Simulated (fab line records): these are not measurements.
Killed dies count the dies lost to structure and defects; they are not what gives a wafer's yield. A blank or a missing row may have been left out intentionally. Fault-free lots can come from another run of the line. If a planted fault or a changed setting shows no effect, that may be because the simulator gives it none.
fab line records    flow sky130
record: lots: 13  wafers: 37  lastDay: 50
route steps=708 shown LDD_LDN@296 POLY_CUT@319 SD_P@326 PAD_OPEN@708
lots with no fault: from the same line, run without faults
startH: hours from the record's opening day to when the first of the lot's shown wafers began    waitH: how many hours have passed since the lot's step before this one    " repeats the value in the row above    L1.1+2: a single row standing in for several wafers    - no value present, or no start provided    * or withheld: withheld    < > ~ a bound
route shown NAME@n: names a module that has steps shown in the file, with the first one's number in the route    usual: average and standard deviation across the fault-free wafers    same: alike in all rows    chamber/n: place in a boat    sites: each site's reading    _std_site: how widely they spread, as a standard deviation    _edge_site: the outer-site mean with the inner-site mean subtracted    radiusMm: how far each site lies from the wafer's centre    mask NAME#n: copy n    behind: the most recent tool/chamber to have shaped the wafer    hold: why the lot went on hold/how many hours it stayed there/how the hold came to an end    device: which transistor (n, p or np) failed to switch    end of line: the tests these same wafers got at the end of their route    a step given without rows: its recipe and nothing more    killed: dies that structure and defects cost at the first sort, which is not the same as the wafer's yield    map: shows each die of a wafer: x if killed, . if not, _ if none is there
set.NAME: the setting as run; set.NAME@STEP: as run at that earlier step    model.NAME: the simulator's own value behind a step, which no gauge read
a sample of lots followed through the steps of the route, with each step as a table and each wafer as a row
services: from which hour (startH, from the record's first day; less than 0 if before it) a tool's chamber was out of use, for how many hours, and why
== steps ==
step: SKY_LDD_LDN_OVL_MEAS_07
usual: LDD_LDN_OVL: 0.0/1.6
lot.wafer  tool        chamber  startH  waitH  LDD_LDN_OVL[nm]
L431.1     overlay-02  -        523.07  0.1    1.5
L431.2     "           -        "       "      2.9
L431.3     "           -        "       "      3.5
L432.3     overlay-02  -        527.85  0.1    1.9
L432.5     "           -        "       "      1.0
L432.6     "           -        "       "      1.2
L433.1     overlay-02  -        552.47  0.1    0.6
L433.2     "           -        "       "      1.8
L433.6     "           -        "       "      -0.4
L437.1     overlay-02  -        591.62  0.1    -0.7
L437.3     "           -        "       "      -0.2
L437.6     "           -        "       "      1.0
L438.1     overlay-02  -        592.59  0.1    -0.5
L438.4     "           -        "       "      0.1
L438.5     "           -        "       "      1.7
L439.1     overlay-02  -        597.99  0.1    1.0
L439.2     "           -        "       "      0.8
L439.4     "           -        "       "      0.4
L442.4     overlay-01  -        621.96  0.1    -1.2
L442.6     "           -        "       "      -0.5
L443.4     overlay-01  -        626.94  0.1    -3.2
L443.6     "           -        "       "      -0.6
L450.3     overlay-02  -        683.53  0.1    0.5
L450.4     "           -        "       "      1.5
L450.6     "           -        "       "      0.0
L451.3     overlay-02  -        689.90  0.1    -1.6
L451.4     "           -        "       "      -0.6
L451.6     "           -        "       "      -0.3
L452.1     overlay-01  -        694.19  0.1    1.2
L452.5     "           -        "       "      0.0
L452.6     "           -        "       "      1.6
L453.1     overlay-02  -        700.84  0.1    1.5
L453.2     "           -        "       "      0.5
L453.5     "           -        "       "      -0.1
L454.1     overlay-02  -        708.59  0.1    0.1
L454.4     "           -        "       "      -0.5
L454.5     "           -        "       "      -0.1
step: SKY_LDD_LDN_STRIP_12
recipe: chemistry: O2/N2  powerW: 1400  pressureMtorr: 1500  platenTempC: withheld  o2FlowSccm: 3000  n2FlowSccm: 300  overashFraction: 0.5
usual: drypumpMotorCurrentA: 5.5/0.39  oesProductAu: 0.716/0.0047  stripTimeToEndpointS: 14.14/0.043
same: overashFraction: 0.5
lot.wafer  tool            chamber  startH  waitH  drypumpMotorCurrentA  oesProductAu  rfHoursCounterH  stripTimeToEndpointS
L431.1     plasmaAsher-03  1        523.71  0.1    4.9                   0.716         42               14.20
L431.2     "               0        "       "      5.4                   0.719         42               14.19
L431.3     "               0        "       "      5.4                   0.713         -                14.20
L432.3     plasmaAsher-04  1        528.51  0.1    5.7                   0.716         -                14.25
L432.5     "               1        "       "      5.6                   0.716         -                14.24
L432.6     "               0        "       "      6.1                   0.721         -                14.25
L433.1     plasmaAsher-01  1        553.11  0.1    5.6                   0.711         13               14.13
L433.2     "               0        "       "      5.1                   0.714         13               14.18
L433.6     "               1        "       "      5.6                   0.721         -                14.15
L437.1     plasmaAsher-03  0        592.26  0.1    5.4                   0.723         49               14.06
L437.3     "               1        "       "      4.9                   0.712         -                14.15
L437.6     "               1        "       "      5.0                   0.722         -                14.10
L438.1     plasmaAsher-04  0        593.22  0.1    6.1                   0.715         74               14.18
L438.4     "               0        "       "      6.1                   0.724         -                14.20
L438.5     "               0        "       "      6.1                   0.714         -                14.23
L439.1     plasmaAsher-04  0        598.63  0.1    6.1                   0.718         75               14.12
L439.2     "               1        "       "      5.7                   0.718         75               14.11
L439.4     "               1        "       "      5.7                   0.714         -                14.14
L442.4     plasmaAsher-03  0        622.61  0.1    5.4                   0.727         -                14.14
L442.6     "               0        "       "      5.5                   0.710         -                14.18
L443.4     plasmaAsher-01  0        627.59  0.1    5.1                   0.726         -                14.17
L443.6     "               0        "       "      5.1                   0.719         -                14.12
L450.3     plasmaAsher-04  1        684.19  0.1    5.7                   0.716         -                14.17
L450.4     "               0        "       "      6.1                   0.717         -                14.17
L450.6     "               0        "       "      6.1                   0.715         -                14.20
L451.3     plasmaAsher-03  0        690.56  0.1    5.4                   0.715         -                14.14
L451.4     "               1        "       "      4.9                   0.713         -                14.15
L451.6     "               1        "       "      4.9                   0.712         -                14.12
L452.1     plasmaAsher-01  1        694.82  0.1    5.6                   0.711         29               14.16
L452.5     "               0        "       "      5.2                   0.715         -                14.15
L452.6     "               1        "       "      5.6                   0.717         -                14.18
L453.1     plasmaAsher-04  0        701.47  0.1    6.1                   0.716         82               14.17
L453.2     "               1        "       "      5.7                   0.717         82               14.21
L453.5     "               1        "       "      5.7                   0.716         -                14.15
L454.1     plasmaAsher-03  1        709.23  0.1    4.9                   0.716         62               14.08
L454.4     "               0        "       "      5.4                   0.712         -                14.08
L454.5     "               1        "       "      4.9                   0.709         -                14.11
step: SKY_POLY_CUT_STRIP_12
recipe: chemistry: O2/N2  powerW: 1400  pressureMtorr: 1500  platenTempC: withheld  o2FlowSccm: 3000  n2FlowSccm: 300  overashFraction: 0.5
usual: drypumpMotorCurrentA: 5.5/0.32  oesProductAu: 0.453/0.0042  stripTimeToEndpointS: 5.352/0.017
same: overashFraction: 0.5
lot.wafer  tool            chamber  startH  waitH  drypumpMotorCurrentA  oesProductAu  rfHoursCounterH  stripTimeToEndpointS
L431.1     plasmaAsher-01  0        556.01  0.0    5.2                   0.449         13               5.344
L431.2     "               1        "       "      5.5                   0.452         13               5.349
L431.3     "               1        "       "      5.6                   0.457         -                5.331
L432.3     plasmaAsher-01  1        560.76  0.1    5.6                   0.452         -                5.350
L432.5     "               0        "       "      5.1                   0.464         -                5.344
L432.6     "               1        "       "      5.6                   0.460         -                5.319
L433.1     plasmaAsher-04  0        584.16  0.0    6.1                   0.457         73               5.357
L433.2     "               1        "       "      5.6                   0.449         73               5.354
L433.6     "               1        "       "      5.6                   0.454         -                5.360
L437.1     plasmaAsher-02  0        622.93  0.0    5.7                   0.444         92               5.369
L437.3     "               0        "       "      5.7                   0.458         -                5.384
L437.6     "               0        "       "      5.7                   0.453         -                5.355
L438.1     plasmaAsher-01  0        623.88  0.0    5.1                   0.463         21               5.318
L438.4     "               0        "       "      5.1                   0.450         -                5.322
L438.5     "               0        "       "      5.2                   0.453         -                5.321
L439.1     plasmaAsher-04  0        629.31  0.0    6.1                   0.455         78               5.352
L439.2     "               1        "       "      5.6                   0.450         78               5.334
L439.4     "               0        "       "      6.1                   0.448         -                5.353
L442.4     plasmaAsher-02  0        652.82  0.1    5.6                   0.456         -                5.369
L442.6     "               0        "       "      5.6                   0.448         -                5.367
L443.4     plasmaAsher-02  1        658.69  0.1    5.1                   0.451         -                5.347
L443.6     "               0        "       "      5.6                   0.453         -                5.345
L450.3     plasmaAsher-04  0        714.09  0.1    6.1                   0.457         -                5.327
L450.4     "               1        "       "      5.7                   0.453         -                5.355
L450.6     "               0        "       "      6.1                   0.452         -                5.321
L451.3     plasmaAsher-04  0        719.26  0.1    6.1                   0.450         -                5.397
L451.4     "               1        "       "      5.7                   0.456         -                5.374
L451.6     "               1        "       "      5.7                   0.463         -                5.378
L452.1     plasmaAsher-01  1        723.56  0.0    5.5                   0.453         31               5.358
L452.5     "               1        "       "      5.5                   0.448         -                5.348
L452.6     "               0        "       "      5.1                   0.454         -                5.354
L453.1     plasmaAsher-02  0        731.43  0.0    5.7                   0.455         104              5.363
L453.2     "               1        "       "      5.1                   0.453         104              5.346
L453.5     "               1        "       "      5.1                   0.459         -                5.324
L454.1     plasmaAsher-01  0        738.38  0.0    5.1                   0.456         33               5.363
L454.4     "               1        "       "      5.6                   0.448         -                5.365
L454.5     "               0        "       "      5.1                   0.455         -                5.349
step: SKY_SD_P_DEVELOP_06
recipe: resist: NOVOLAK  developer: TMAH  developTimeS: 60  devTempC: 23
lot.wafer   tool           chamber  startH  waitH
L431.1+2+3  lithoTrack-03  0        585.19  0.1
L432.3+5+6  lithoTrack-04  0        590.30  0.1
L433.1+2+6  lithoTrack-03  0        613.19  0.1
L437.1+3+6  lithoTrack-03  0        651.29  0.1
L438.1+4+5  lithoTrack-01  0        652.09  0.1
L439.1+2+4  lithoTrack-03  0        657.49  0.1
L442.4+6    lithoTrack-01  0        681.01  0.1
L443.4+6    lithoTrack-01  0        686.56  0.1
L450.3+4+6  lithoTrack-01  0        740.84  0.1
L451.3+4+6  lithoTrack-03  0        745.69  0.1
L452.1+5+6  lithoTrack-03  0        750.24  0.1
L453.1+2+5  lithoTrack-04  0        758.40  0.1
L454.1+4+5  lithoTrack-01  0        764.74  0.1
step: SKY_SD_P_CD_MEAS_07
recipe: targetCdNm: 380
usual: cdNm: 380.6/2.6
lot.wafer  tool      chamber  startH  waitH  cdNm
L431.1     cdSem-02  -        585.34  0.1    379.1
L431.2     "         -        "       "      380.0
L431.3     "         -        "       "      378.1
L432.3     cdSem-02  -        590.44  0.1    383.0
L432.5     "         -        "       "      385.1
L432.6     "         -        "       "      383.5
L433.1     cdSem-02  -        613.34  0.1    380.2
L433.2     "         -        "       "      379.6
L433.6     "         -        "       "      382.2
L437.1     cdSem-01  -        651.44  0.1    379.6
L437.3     "         -        "       "      380.6
L437.6     "         -        "       "      380.5
L438.1     cdSem-01  -        652.24  0.1    379.5
L438.4     "         -        "       "      378.0
L438.5     "         -        "       "      381.9
L439.1     cdSem-02  -        657.64  0.1    386.2
L439.2     "         -        "       "      384.1
L439.4     "         -        "       "      384.5
L442.4     cdSem-02  -        681.15  0.1    353.1
L442.6     "         -        "       "      348.0
L443.4     cdSem-01  -        686.70  0.1    347.1
L443.6     "         -        "       "      351.6
L450.3     cdSem-01  -        740.98  0.1    381.3
L450.4     "         -        "       "      380.5
L450.6     "         -        "       "      379.4
L451.3     cdSem-02  -        745.83  0.1    378.9
L451.4     "         -        "       "      373.7
L451.6     "         -        "       "      376.9
L452.1     cdSem-01  -        750.39  0.1    385.0
L452.5     "         -        "       "      385.3
L452.6     "         -        "       "      382.5
L453.1     cdSem-02  -        758.55  0.1    379.3
L453.2     "         -        "       "      380.9
L453.5     "         -        "       "      378.3
L454.1     cdSem-01  -        764.89  0.1    378.4
L454.4     "         -        "       "      378.0
L454.5     "         -        "       "      377.5
step: SKY_PAD_OPEN_PROBE_99
usual: killed_at_M0_to_M3: 43/6.5  killed_at_M4_up: 3.5/1.9  killedAtContacts: 24/5.4  killedAtFrontEnd: 16/4.8  killedAtOther: 0.4/0.64  killedDies: 87/9.4  killedOnRim: 18/4.1  killedOpen: 47/7  killedShort: 40/6.3
same: grossDies: 492  killedAtBackSide: 0
lot.wafer  tool       chamber  startH   waitH  killed_at_M0_to_M3  killed_at_M4_up  killedAtContacts  killedAtFrontEnd  killedAtOther  killedDies  killedOnRim  killedOpen  killedShort
L431.1     prober-02  -        1072.59  0.1    40                  6                28                24                0              98          19           55          43
L431.2     prober-02  -        1072.64  0.1    55                  3                25                18                0              101         20           58          43
L431.3     prober-02  -        1072.69  0.2    45                  4                26                25                0              100         16           54          46
L432.3     prober-02  -        1078.00  0.2    34                  1                27                17                0              79          15           44          35
L432.5     prober-02  -        1078.10  0.2    47                  4                21                20                1              93          14           44          49
L432.6     prober-02  -        1078.15  0.2    36                  2                26                15                1              80          14           51          29
L433.1     prober-01  -        1093.27  0.1    55                  2                25                21                0              103         22           45          58
L433.2     prober-01  -        1093.32  0.1    44                  3                22                16                0              85          20           45          40
L433.6     prober-01  -        1093.52  0.2    51                  5                23                9                 0              88          18           45          43
L438.1     prober-02  -        1121.41  0.1    40                  9                26                18                1              94          19           53          41
L438.4     prober-02  -        1121.56  0.2    43                  0                14                18                1              76          14           39          37
L438.5     prober-02  -        1121.61  0.2    42                  4                12                16                3              77          10           41          36
L437.1     prober-01  -        1123.01  0.1    33                  4                31                21                0              89          15           53          34
L437.3     prober-01  -        1123.11  0.2    37                  2                22                23                0              84          20           41          41
L437.6     prober-01  -        1123.26  0.2    42                  2                18                10                0              72          8            42          29
L439.1     prober-01  -        1124.51  0.1    60                  1                25                20                0              106         21           56          50
L439.2     prober-01  -        1124.56  0.1    53                  4                33                19                0              109         21           58          50
L439.4     prober-01  -        1124.66  0.2    48                  3                28                13                0              92          15           51          41
L442.4     prober-01  -        1141.96  0.2    35                  6                36                12                0              89          14           58          30
L442.6     prober-01  -        1142.06  0.2    39                  2                31                12                1              85          20           48          36
L443.4     prober-02  -        1144.76  0.2    35                  0                17                8                 1              61          11           33          27
L443.6     prober-02  -        1144.86  0.2    43                  6                18                8                 0              75          18           45          30
L450.3     prober-01  -        1179.64  0.2    55                  2                27                17                0              101         19           60          41
L450.4     prober-01  -        1179.69  0.2    34                  4                26                15                0              79          12           46          31
L450.6     prober-01  -        1179.79  0.2    51                  4                26                9                 0              90          16           56          34
L451.3     prober-02  -        1181.49  0.2    48                  5                24                10                0              87          18           41          46
L451.4     prober-02  -        1181.54  0.2    51                  5                32                17                0              105         24           63          42
L451.6     prober-02  -        1181.64  0.2    41                  2                25                16                0              84          18           44          40
L452.1     prober-01  -        1184.38  0.1    37                  4                23                15                1              80          15           41          39
L452.5     prober-01  -        1184.58  0.2    46                  3                22                16                1              88          26           43          43
L452.6     prober-01  -        1184.63  0.2    26                  4                30                20                0              80          13           44          36
L453.1     prober-02  -        1188.81  0.1    53                  2                28                15                1              99          23           59          40
L453.2     prober-02  -        1188.86  0.1    42                  1                21                13                0              77          12           38          39
L453.5     prober-02  -        1189.01  0.2    43                  8                35                17                0              103         24           63          40
L454.1     prober-01  -        1194.79  0.1    41                  2                14                16                1              74          10           37          36
L454.4     prober-01  -        1194.94  0.2    34                  5                29                20                0              88          23           45          42
L454.5     prober-01  -        1194.99  0.2    40                  5                21                17                0              83          19           43          40
killed by level:class
L431.1 CONTACT:geometricParticle:open=9 VIA1:geometricParticle:open=9 FIELD_ISO:geometricParticle:open=8 LI_CONTACT:geometricParticle:open=8 CONTACT:geometricParticle:short=5 METAL2:geometricParticle:short=5 LI_CONTACT:geometricParticle:short=4 METAL1:geometricParticle:open=4
L431.2 VIA1:geometricParticle:open=15 FIELD_ISO:geometricParticle:short=8 CONTACT:geometricParticle:short=8 VIA2:geometricParticle:open=8 CONTACT:geometricParticle:open=7 LI_CONTACT:geometricParticle:open=7 FIELD_ISO:geometricParticle:open=5 METAL2:geometricParticle:short=5
L431.3 CONTACT:geometricParticle:open=9 VIA1:geometricParticle:open=9 VIA1:geometricParticle:short=8 VIA2:geometricParticle:open=8 FIELD_ISO:geometricParticle:open=7 FIELD_ISO:geometricParticle:short=6 LI_CONTACT:geometricParticle:open=6 METAL1:geometricParticle:short=6
L432.3 VIA2:geometricParticle:open=10 CONTACT:geometricParticle:open=10 LI_CONTACT:geometricParticle:open=8 LI_CONTACT:geometricParticle:short=4 VIA1:geometricParticle:open=4 METAL2:geometricParticle:short=4 VIA1:geometricParticle:short=3 FIELD_ISO:geometricParticle:open=3
L432.5 VIA1:geometricParticle:open=9 FIELD_ISO:geometricParticle:short=7 VIA3:geometricParticle:open=7 FIELD_ISO:geometricParticle:open=6 LI_CONTACT:geometricParticle:open=6 VIA1:geometricParticle:short=6 METAL1:geometricParticle:short=5 LI_CONTACT:geometricParticle:short=4
L432.6 CONTACT:geometricParticle:open=13 VIA1:geometricParticle:open=11 LI_CONTACT:geometricParticle:open=7 VIA3:geometricParticle:open=6 POLY_GATE:geometricParticle:short=5 FIELD_ISO:geometricParticle:open=4 METAL1:geometricParticle:short=4 CONTACT:geometricParticle:short=4
L433.1 VIA1:geometricParticle:short=11 VIA1:geometricParticle:open=10 CONTACT:geometricParticle:open=9 POLY_GATE:geometricParticle:short=8 VIA2:geometricParticle:open=6 METAL3:geometricParticle:short=6 CONTACT:geometricParticle:short=6 VIA3:geometricParticle:open=6
L433.2 CONTACT:geometricParticle:open=8 METAL1:geometricParticle:short=8 VIA1:geometricParticle:open=8 VIA3:geometricParticle:open=7 CONTACT:geometricParticle:short=5 LI_CONTACT:geometricParticle:open=4 LOCAL_INTERCONNECT:geometricParticle:short=4 VIA1:geometricParticle:short=4
L433.6 VIA1:geometricParticle:open=12 CONTACT:geometricParticle:open=9 METAL1:geometricParticle:short=7 VIA2:geometricParticle:open=7 CONTACT:geometricParticle:short=6 VIA3:geometricParticle:open=6 VIA1:geometricParticle:short=5 FIELD_ISO:geometricParticle:short=4
L438.1 LI_CONTACT:geometricParticle:open=11 VIA1:geometricParticle:open=11 VIA2:geometricParticle:open=9 METAL4:geometricParticle:short=6 POLY_GATE:geometricParticle:short=5 FIELD_ISO:geometricParticle:open=4 LI_CONTACT:geometricParticle:short=4 LOCAL_INTERCONNECT:geometricParticle:short=4
L438.4 VIA1:geometricParticle:open=11 VIA2:geometricParticle:open=9 METAL2:geometricParticle:short=8 FIELD_ISO:geometricParticle:short=5 LI_CONTACT:geometricParticle:open=5 FIELD_ISO:geometricParticle:open=4 LI_CONTACT:geometricParticle:short=4 METAL1:geometricParticle:short=4
L438.5 VIA1:geometricParticle:open=16 FIELD_ISO:geometricParticle:short=6 VIA1:geometricParticle:short=6 FIELD_ISO:geometricParticle:open=5 POLY_GATE:geometricParticle:short=3 LI_CONTACT:geometricParticle:open=3 LOCAL_INTERCONNECT:geometricParticle:short=3 CONTACT:geometricParticle:open=3
L437.1 CONTACT:geometricParticle:open=11 VIA1:geometricParticle:open=9 VIA2:geometricParticle:open=7 VIA3:geometricParticle:open=7 FIELD_ISO:geometricParticle:open=6 LI_CONTACT:geometricParticle:open=6 LI_CONTACT:geometricParticle:short=5 LOCAL_INTERCONNECT:geometricParticle:short=5
L437.3 VIA1:geometricParticle:open=9 CONTACT:geometricParticle:open=8 METAL1:geometricParticle:short=8 FIELD_ISO:geometricParticle:short=7 CONTACT:geometricParticle:short=6 VIA3:geometricParticle:open=5 POLY_GATE:geometricParticle:short=4 LI_CONTACT:geometricParticle:open=4
L437.6 VIA1:geometricParticle:open=11 METAL1:geometricParticle:short=9 LI_CONTACT:geometricParticle:open=7 VIA2:geometricParticle:open=7 CONTACT:geometricParticle:open=6 METAL2:geometricParticle:short=4 LI_CONTACT:geometricParticle:short=3 VIA3:geometricParticle:open=3
L439.1 VIA1:geometricParticle:open=13 VIA2:geometricParticle:open=9 LI_CONTACT:geometricParticle:open=8 CONTACT:geometricParticle:open=8 METAL1:geometricParticle:short=8 VIA3:geometricParticle:open=7 FIELD_ISO:geometricParticle:short=6 VIA3:geometricParticle:short=6
L439.2 VIA1:geometricParticle:open=12 CONTACT:geometricParticle:open=10 METAL2:geometricParticle:short=9 LI_CONTACT:geometricParticle:open=9 VIA3:geometricParticle:open=8 CONTACT:geometricParticle:short=7 SPACER:geometricParticle:short=6 METAL1:geometricParticle:short=6
L439.4 VIA1:geometricParticle:open=13 LI_CONTACT:geometricParticle:open=10 VIA1:geometricParticle:short=8 VIA2:geometricParticle:open=8 VIA3:geometricParticle:open=7 CONTACT:geometricParticle:open=6 FIELD_ISO:geometricParticle:open=5 LI_CONTACT:geometricParticle:short=5
L442.4 CONTACT:geometricParticle:open=18 VIA1:geometricParticle:open=10 LI_CONTACT:geometricParticle:open=7 POLY_GATE:geometricParticle:short=6 LOCAL_INTERCONNECT:geometricParticle:short=5 METAL1:geometricParticle:short=5 METAL2:geometricParticle:short=5 VIA2:geometricParticle:open=5
L442.6 VIA1:geometricParticle:open=10 LI_CONTACT:geometricParticle:open=8 LOCAL_INTERCONNECT:geometricParticle:short=8 CONTACT:geometricParticle:open=7 VIA3:geometricParticle:open=6 VIA1:geometricParticle:short=5 FIELD_ISO:geometricParticle:short=4 FIELD_ISO:geometricParticle:open=4
L443.4 CONTACT:geometricParticle:open=7 VIA3:geometricParticle:open=7 LI_CONTACT:geometricParticle:open=5 VIA1:geometricParticle:open=5 VIA2:geometricParticle:open=5 METAL3:geometricParticle:short=4 METAL2:geometricParticle:short=4 FIELD_ISO:geometricParticle:short=3
L443.6 LI_CONTACT:geometricParticle:open=10 VIA1:geometricParticle:open=10 VIA2:geometricParticle:open=6 METAL3:geometricParticle:short=5 VIA3:geometricParticle:open=5 POLY_GATE:geometricParticle:short=3 CONTACT:geometricParticle:open=3 METAL1:geometricParticle:short=3
L450.3 VIA1:geometricParticle:open=19 VIA3:geometricParticle:open=10 LI_CONTACT:geometricParticle:open=9 VIA3:geometricParticle:short=8 FIELD_ISO:geometricParticle:open=6 CONTACT:geometricParticle:open=6 METAL2:geometricParticle:short=6 POLY_GATE:geometricParticle:short=4
L450.4 VIA1:geometricParticle:open=12 LI_CONTACT:geometricParticle:open=6 VIA3:geometricParticle:open=6 LI_CONTACT:geometricParticle:short=5 LOCAL_INTERCONNECT:geometricParticle:short=5 CONTACT:geometricParticle:short=5 VIA2:geometricParticle:open=5 POLY_GATE:geometricParticle:short=4
L450.6 VIA1:geometricParticle:open=11 VIA2:geometricParticle:open=10 LI_CONTACT:geometricParticle:open=8 CONTACT:geometricParticle:open=8 VIA3:geometricParticle:open=8 METAL1:geometricParticle:short=7 METAL2:geometricParticle:short=5 FIELD_ISO:geometricParticle:open=4
L451.3 VIA1:geometricParticle:open=11 METAL2:geometricParticle:short=7 LI_CONTACT:geometricParticle:open=7 VIA1:geometricParticle:short=7 CONTACT:geometricParticle:open=6 METAL3:geometricParticle:short=5 METAL1:geometricParticle:short=5 VIA2:geometricParticle:open=4
L451.4 CONTACT:geometricParticle:open=16 VIA1:geometricParticle:open=9 METAL2:geometricParticle:short=8 VIA2:geometricParticle:open=8 POLY_GATE:geometricParticle:open=7 FIELD_ISO:geometricParticle:open=6 METAL1:geometricParticle:short=6 VIA3:geometricParticle:open=6
L451.6 LI_CONTACT:geometricParticle:open=8 VIA2:geometricParticle:open=8 CONTACT:geometricParticle:open=7 METAL2:geometricParticle:short=7 METAL1:geometricParticle:short=5 VIA1:geometricParticle:open=5 FIELD_ISO:geometricParticle:open=4 LOCAL_INTERCONNECT:geometricParticle:short=4
L452.1 CONTACT:geometricParticle:open=8 VIA1:geometricParticle:open=6 VIA2:geometricParticle:open=6 VIA3:geometricParticle:open=6 LI_CONTACT:geometricParticle:short=5 LI_CONTACT:geometricParticle:open=5 VIA3:geometricParticle:short=5 POLY_GATE:geometricParticle:open=4
L452.5 VIA1:geometricParticle:open=13 METAL1:geometricParticle:short=8 VIA3:geometricParticle:open=8 FIELD_ISO:geometricParticle:short=6 LI_CONTACT:geometricParticle:open=6 CONTACT:geometricParticle:open=6 METAL3:geometricParticle:short=5 FIELD_ISO:geometricParticle:open=4
L452.6 LOCAL_INTERCONNECT:geometricParticle:short=10 CONTACT:geometricParticle:open=10 VIA1:geometricParticle:open=8 LI_CONTACT:geometricParticle:open=7 VIA2:geometricParticle:open=6 FIELD_ISO:geometricParticle:short=5 FIELD_ISO:geometricParticle:open=5 POLY_GATE:geometricParticle:short=5
L453.1 LI_CONTACT:geometricParticle:open=10 VIA2:geometricParticle:open=10 VIA1:geometricParticle:open=9 VIA3:geometricParticle:open=9 CONTACT:geometricParticle:open=8 FIELD_ISO:geometricParticle:short=6 METAL1:geometricParticle:short=6 FIELD_ISO:geometricParticle:open=5
L453.2 VIA1:geometricParticle:open=12 CONTACT:geometricParticle:open=8 FIELD_ISO:geometricParticle:short=6 VIA1:geometricParticle:short=6 LI_CONTACT:geometricParticle:short=5 METAL1:geometricParticle:short=5 METAL3:geometricParticle:short=5 VIA3:geometricParticle:open=5
L453.5 CONTACT:geometricParticle:open=18 VIA1:geometricParticle:open=9 METAL2:geometricParticle:short=8 FIELD_ISO:geometricParticle:open=6 LI_CONTACT:geometricParticle:open=6 LOCAL_INTERCONNECT:geometricParticle:short=5 VIA2:geometricParticle:open=5 VIA3:geometricParticle:open=5
L454.1 METAL1:geometricParticle:short=7 METAL2:geometricParticle:short=6 FIELD_ISO:geometricParticle:open=5 VIA3:geometricParticle:open=5 METAL2:geometricParticle:open=5 FIELD_ISO:geometricParticle:short=4 LI_CONTACT:geometricParticle:open=4 CONTACT:geometricParticle:open=4
L454.4 LI_CONTACT:geometricParticle:open=8 CONTACT:geometricParticle:open=8 POLY_GATE:geometricParticle:open=6 VIA2:geometricParticle:open=6 POLY_GATE:geometricParticle:short=5 METAL2:geometricParticle:short=5 FIELD_ISO:geometricParticle:short=4 CONTACT:geometricParticle:short=4
L454.5 CONTACT:geometricParticle:open=9 VIA1:geometricParticle:open=7 VIA3:geometricParticle:open=6 METAL1:geometricParticle:short=6 POLY_GATE:geometricParticle:short=5 LI_CONTACT:geometricParticle:open=5 VIA2:geometricParticle:short=5 FIELD_ISO:geometricParticle:short=4
== services ==
tool            chamber  startH  hours  kind
plasmaAsher-04  -        517.14  1.1    repair
plasmaAsher-04  -        548.57  16.9   repair
plasmaAsher-04  -        567.44  4.5    repair
plasmaAsher-04  -        640.62  2.1    repair
plasmaAsher-04  -        642.76  28.1   pm
plasmaAsher-02  -        668.92  2.1    repair
plasmaAsher-04  -        698.60  1.9    repair
plasmaAsher-01  -        700.62  4.9    repair
lithoTrack-04   -        706.56  -      consumableReplace:filter
plasmaAsher-02  -        733.75  9.0    pm
plasmaAsher-02  0        733.75  9.0    ventCycle
plasmaAsher-02  1        733.75  9.0    ventCycle
plasmaAsher-04  -        739.16  1.3    repair
plasmaAsher-02  0        742.75  -      clean
plasmaAsher-02  1        742.75  -      clean
plasmaAsher-01  -        750.92  2.8    pm
plasmaAsher-03  -        756.18  14.6   pm
== key ==
firstSign: step: SKY_SD_P_CD_MEAS_07  reading: cdNm  direction: down  sigmas: 12  usual: 380.6  struck: 349.9
effect none on later readings
metAt SKY_SD_P_DEVELOP_06
struckLots L442,L443
struckWafers L442.4,L442.6,L443.4,L443.6
testerLeftOut L442,L443
notActingAt SKY_LDD_LDN_OVL_MEAS_07,SKY_LDD_LDN_STRIP_12,SKY_POLY_CUT_STRIP_12
onsetBetween 652.09 681.01
fault: kind: processParameterDrift  tool: lithoTrack-01  chamber: -  onsetH: 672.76  steps: SKY_SD_P_DEVELOP_06  channel: developTimeS  offset: *  shape: step  endH: 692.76  scope: struckWafersOnly  actsIn: *  stated: *
testerLeftOut: of these lots the tester's yield and bins aren't shown, on N5 and GAA mostly nor the transistor test; their killed dies are dies lost to structure and defects alone, not to doping, threshold or leakage, so they don't give the yield
